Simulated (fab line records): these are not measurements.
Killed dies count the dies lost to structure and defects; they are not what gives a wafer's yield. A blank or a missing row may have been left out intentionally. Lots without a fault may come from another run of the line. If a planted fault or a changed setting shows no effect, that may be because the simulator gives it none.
Problem report in the 8D (eight disciplines) form, filled by code :: flow gf180mcu :: the parts of the form that need people (team, actions taken, sign-off) are left out

== 1. THE PROBLEM ==
run-length-s at GF_STI_ETCH_14 reads a mean of 122.3 s on 3 wafers of 3 lots; wafers without a fault read 131.1 s with a standard deviation of 0.37. Relative to the usual mean, that is a shift of -24 standard deviations.
The step: etches Si in HBr/Cl2/O2, target depth 360 nm, time 102.9 s.
First observed at day 5 08:11: wafer L257.4, on rie-si-02. The record holds 35 wafers of 12 lots with a number at this step. Rule for "out", or "out of limits": more than 4 standard deviations from the usual mean. The rest of the wafers with a number are treated as sound.

== 2. WHAT IT IS AND WHAT IT IS NOT ==
question: which readings at this step
is: run-length-s
is not: drypump-motor-current-A, oes-product-au, throttle-valve-pct

question: which lots
is: L257, L260, L261
is not: L243, L244, L245, L246, L248, L251, L253, L254, L255

question: which wafers of those lots
is: L257.4, L260.1, L261.1
is not: L257.3, L257.6, L260.5, L260.6, L261.3

question: read on which tools
is: rie-si-02
is not: rie-si-01

question: when
is: from day 5 08:11
is not: up to then (29 sound wafers); but 3 sound wafers of L260, L261 came after

== 3. SUSPECTS, AND WHAT RULES EACH OUT ==
Counting: if a tool at a process step up to the reading ran every lot that is out, it stays a suspect. Sound lots after the first of them don't rule it out here, since some wafers of a struck lot are sound.
- rie-si-02 at GF_STI_ETCH_14 (etches Si in HBr/Cl2/O2, target depth 360 nm, time 102.9 s): kept. Every lot that is out went through it, the first being L257 (day 5 08:11); the last sound lot it ran before that was L255 (day 4 20:48). On those wafers its own readings are out: run-length-s.
Remaining after the count: rie-si-02 at GF_STI_ETCH_14.

== 4. THE CAUSE (what the simulator had put in) ==
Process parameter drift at GF_STI_ETCH_14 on rie-si-02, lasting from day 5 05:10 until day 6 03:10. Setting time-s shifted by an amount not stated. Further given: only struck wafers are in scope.
Only this tool survived the counting.

== 5. THE CHAIN OF EFFECTS, in route order ==
One row per reading whose mean, taken over the struck wafers that have a number, lies over 3 standard deviations from the usual. Scope: only readings with a usual standard deviation given in the record; hours: median across lots of the time from each lot's start at the first step in this table that gives one to its start at this step; sigmas: change in usual standard deviations.
hours: 0
step: GF_STI_ETCH_14
reading: run-length-s
usual: 131.1 s
on struck wafers: 122.3
change: -8.8
sigmas: -24

hours: 0
step: GF_STI_STRIP_15
reading: strip-time-to-endpoint-s
usual: 3.73 s
on struck wafers: 3.84
change: +0.11
sigmas: +3.3
The process steps in it:
- GF_STI_ETCH_14: etches Si in HBr/Cl2/O2, target depth 360 nm, time 102.9 s.
- GF_STI_STRIP_15: strips in O2/N2.
Later steps that measure or inspect, where all struck wafers having a row at the step show a number for every such reading and not one has moved that far: GF_STI_THK_MEAS_30.

== 6. HOW IT WOULD HAVE BEEN CAUGHT EARLIER ==
In this record no reading fell out of limits until day 5 08:11, 3 hours after the fault had begun at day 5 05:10.
